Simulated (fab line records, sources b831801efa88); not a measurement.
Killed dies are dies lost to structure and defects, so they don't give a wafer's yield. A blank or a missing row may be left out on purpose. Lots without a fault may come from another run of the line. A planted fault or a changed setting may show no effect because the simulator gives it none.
Chamber matching | flow gf180mcu | GF_V2_CVD_02 on pecvd-01: 3 sister chambers
The step deposits SiO2 from TEOS, target thk 850 nm, time 94.851 s. 18 wafers are shown with their chamber, then 9 later ones without.

WAFERS WITH THEIR CHAMBER
wafer  | chamber | heater_power_w (W)
L077.1 | 2       | 780
L077.2 | 0       | 768
L077.3 | 1       | 844
L079.1 | 0       | 825
L079.3 | 2       | 718
L079.6 | 0       | 864
L082.1 | 2       | 813
L082.2 | 0       | 786
L082.5 | 0       | 835
L085.2 | 1       | 782
L085.5 | 0       | 823
L085.6 | 1       | 808
L086.3 | 1       | 829
L086.4 | 1       | 837
L086.5 | 2       | 751
L092.2 | 2       | 797
L092.5 | 1       | 807
L092.6 | 2       | 818

SIGNATURES (means of the wafers above)
reading        | chamber 0 | chamber 1 | chamber 2 | scatter within a chamber
heater_power_w | 816.83    | 817.83    | 779.50    | 32.8
Rule: a wafer's distance from a chamber is the root of the sum, over the readings, of the square of ((its reading less the chamber's mean) divided by the reading's scatter). The wafer belongs to the nearest chamber; if the next one is less than 2 further off, it can't be placed. The scatter: the root of (the sum of the squares of (reading less its chamber's mean) over the shown wafers, divided by (wafers less chambers)).

WAFERS WITHOUT THEIR CHAMBER
wafer  | heater_power_w (W)
L093.1 | 740
L093.3 | 785
L093.4 | 809
L095.2 | 836
L095.3 | 856
L095.5 | 664
L096.3 | 856
L096.4 | 774
L096.6 | 804

WHICH CHAMBER EACH WENT THROUGH
wafer  | from the rows above          | in truth
L093.1 | can't be placed: 2 or 0 or 1 | 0
L093.3 | can't be placed: 2 or 0 or 1 | 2
L093.4 | can't be placed: 0 or 1 or 2 | 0
L095.2 | can't be placed: 1 or 0 or 2 | 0
L095.3 | can't be placed: 1 or 0 or 2 | 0
L095.5 | can't be placed: 2 or 0 or 1 | 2
L096.3 | can't be placed: 1 or 0 or 2 | 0
L096.4 | can't be placed: 2 or 0 or 1 | 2
L096.6 | can't be placed: 0 or 1 or 2 | 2
Placed correctly: 0 of 9. Can't be placed from these rows: 9 (the true chamber is among the candidates in 9). Placed wrongly: 0.
